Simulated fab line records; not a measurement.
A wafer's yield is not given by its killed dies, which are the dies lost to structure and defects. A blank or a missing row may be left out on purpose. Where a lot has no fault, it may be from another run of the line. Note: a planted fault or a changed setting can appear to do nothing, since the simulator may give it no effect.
2 desks, one fault | flow gf180mcu | each desk has only its own numbers; what lay behind them comes last

TOOL OWNER'S DESK, implanter-01
The tool's own readings at GF_LVPWELL_IMPLANT_09: means of the sampled wafers that have a number, for each lot that ran on this tool. Marked OUT: a lot whose mean sits more than 4 standard deviations from the usual mean, which makes it out of limits; the brackets give that distance.
Columns: A = beam-energy-keV at GF_LVPWELL_IMPLANT_09, usual 59.999
lot  | first seen here | A
L949 | day 4 07:37     | 60.004
L961 | day 7 05:31     | 55.797 (-99 or more) OUT
L964 | day 7 19:34     | 55.784 (-99 or more) OUT
This desk's finding: out of limits on L961, L964; first on L961, day 7 05:31 (beam-energy-keV at GF_LVPWELL_IMPLANT_09). In limits: L949.

AT THE METROLOGY DESK
Means of the sampled wafers that have a number, per lot and without regard to the tool the lot ran on: this is what the gauges read. Marked OUT: a lot whose mean sits more than 4 standard deviations from the usual mean, which makes it out of limits; the brackets give that distance.
Columns: A = NWELL_TW at GF_NWELL_TW_MEAS_11, usual 1590; B = LVPWELL_OVL at GF_LVPWELL_OVL_MEAS_07, usual 1.5 nm
lot  | first seen here | A    | B
L949 | day 3 18:24     | 1598 | 1.9
L953 | day 4 16:51     | 1592 | 2.6
L961 | day 6 14:07     | 1582 | -1.5
L964 | day 7 03:45     | 1602 | 1.8
L967 | day 7 20:48     | 1572 | 2.3
L969 | day 8 07:39     | 1593 | 2.4
This desk found nothing out of limits on any of the 6 lots.

TAKEN TOGETHER
The tool owner's desk had the chance to raise an alarm at day 7 05:31 on L961, L964.
The metrology desk saw nothing out of limits.
The metrology desk holds a record of L961, L964, inside its limits.
Every lot named ran GF_LVPWELL_IMPLANT_09 on implanter-01.

WHAT HAD BEEN PUT IN BY THE SIMULATOR
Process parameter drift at GF_LVPWELL_IMPLANT_09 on implanter-01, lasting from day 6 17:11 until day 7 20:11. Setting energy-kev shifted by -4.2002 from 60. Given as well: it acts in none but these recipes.
Shown lots that were struck: L961, L964.
Delay in hours, fault start to first out-of-limits reading, by desk: the tool owner's desk at 12.
